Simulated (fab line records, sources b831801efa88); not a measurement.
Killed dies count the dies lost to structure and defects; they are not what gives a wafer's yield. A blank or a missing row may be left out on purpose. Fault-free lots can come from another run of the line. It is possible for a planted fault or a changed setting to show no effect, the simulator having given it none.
Chamber matching	flow gf180mcu	GF_V1_CVD_00 on hdpcvd-02: 3 sister chambers
The step deposits SiO2, target thk 600 nm, time 100 s. 14 wafers are shown with their chamber, then 7 later ones without.

== WAFERS, EACH WITH ITS CHAMBER ==
wafer	chamber	sih4_flow_sccm (sccm)
L604.1	1	59.71
L604.2	0	59.77
L604.6	1	59.69
L606.1	0	59.83
L606.2	2	59.95
L606.4	2	60.04
L610.3	1	59.99
L610.4	2	60.50
L610.6	1	60.25
L612.2	0	59.94
L612.3	2	60.24
L612.6	2	60.03
L614.4	2	60.23
L614.5	1	60.52

SIGNATURES (averages over the wafers above)
reading	chamber 0	chamber 1	chamber 2	scatter within a chamber
sih4_flow_sccm	59.8467	60.0320	60.1650	0.257
Rule: for a wafer and a chamber, the distance is found by dividing, reading by reading, the gap between the wafer's reading and the chamber's mean by the reading's scatter, squaring, summing and taking the root. The wafer belongs to the nearest chamber; if the next one is less than 2 further off, it can't be placed. How the scatter is found: for the shown wafers, subtract from each reading the mean of its chamber, square and add these, divide the total by (wafers less chambers), then take the root.

== WAFERS WITH NO CHAMBER GIVEN ==
wafer	sih4_flow_sccm (sccm)
L614.6	59.92
L617.1	59.75
L617.2	59.96
L617.5	59.90
L619.1	60.06
L619.4	59.96
L619.6	59.94

== WHICH CHAMBER EACH WENT THROUGH ==
wafer	from the rows above	in truth
L614.6	can't be placed: 0 or 1 or 2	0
L617.1	can't be placed: 0 or 1 or 2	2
L617.2	can't be placed: 1 or 0 or 2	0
L617.5	can't be placed: 0 or 1 or 2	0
L619.1	can't be placed: 1 or 2 or 0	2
L619.4	can't be placed: 1 or 0 or 2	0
L619.6	can't be placed: 1 or 0 or 2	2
Placed correctly: 0 of 7. Not placeable from these rows: 7 (in 7, the candidates include the true chamber). Placed wrongly: 0.
